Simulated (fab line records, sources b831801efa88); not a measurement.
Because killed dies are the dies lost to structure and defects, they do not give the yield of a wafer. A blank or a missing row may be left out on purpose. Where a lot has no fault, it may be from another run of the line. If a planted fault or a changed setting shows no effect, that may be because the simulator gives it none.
Matching of chambers + flow sky130 + rie diel-04 running SKY_VIA4_ETCH_12: 4 sister chambers
The step etches SiO2 in C4F8/O2/Ar, stops on TiN, target depth 580 nm. 8 wafers are shown with their chamber, then 8 later ones without.

## WAFERS WITH THEIR CHAMBER
| wafer  | chamber | oes product au (a.u.) |
|--------|---------|-----------------------|
| L075.3 | 2       | 0.922                 |
| L076.1 | 1       | 0.925                 |
| L076.5 | 2       | 0.928                 |
| L080.5 | 0       | 0.924                 |
| L086.1 | 3       | 0.926                 |
| L086.3 | 1       | 0.930                 |
| L086.6 | 0       | 0.926                 |
| L090.4 | 3       | 0.922                 |

## WAFERS WHOSE CHAMBER IS MISSING
| wafer  | oes product au (a.u.) |
|--------|-----------------------|
| L090.5 | 0.925                 |
| L090.6 | 0.929                 |
| L093.3 | 0.931                 |
| L093.4 | 0.928                 |
| L093.5 | 0.924                 |
| L095.1 | 0.924                 |
| L095.5 | 0.924                 |
| L095.6 | 0.930                 |

## EACH ONE'S CHAMBER
| wafer  | from the rows above               | in truth |
|--------|-----------------------------------|----------|
| L090.5 | can't be placed: 0 or 2 or 3 or 1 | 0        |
| L090.6 | can't be placed: 1 or 0 or 2 or 3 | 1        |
| L093.3 | can't be placed: 1 or 0 or 2 or 3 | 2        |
| L093.4 | can't be placed: 1 or 0 or 2 or 3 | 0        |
| L093.5 | can't be placed: 3 or 0 or 2 or 1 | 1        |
| L095.1 | can't be placed: 3 or 0 or 2 or 1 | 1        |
| L095.5 | can't be placed: 3 or 0 or 2 or 1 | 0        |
| L095.6 | can't be placed: 1 or 0 or 2 or 3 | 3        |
Correct placement for 0 of the 8. Cannot be placed on the basis of these rows: 8; the candidates contain the true chamber in 8. Placed wrongly: 0.
How it was worked out, from the rows above alone: a wafer's distance from a chamber is the root of the sum, over the readings, of the square of ((its reading less the chamber's mean) divided by the reading's scatter). If the next closest chamber is less than 2 further off than the closest, the wafer can't be placed; otherwise it belongs to the closest. For every chamber, the mean is computed from those of its wafers that are shown. The scatter: take each reading less its chamber's mean, square it, sum over the shown wafers, divide by the number of wafers less the number of chambers, and take the root.
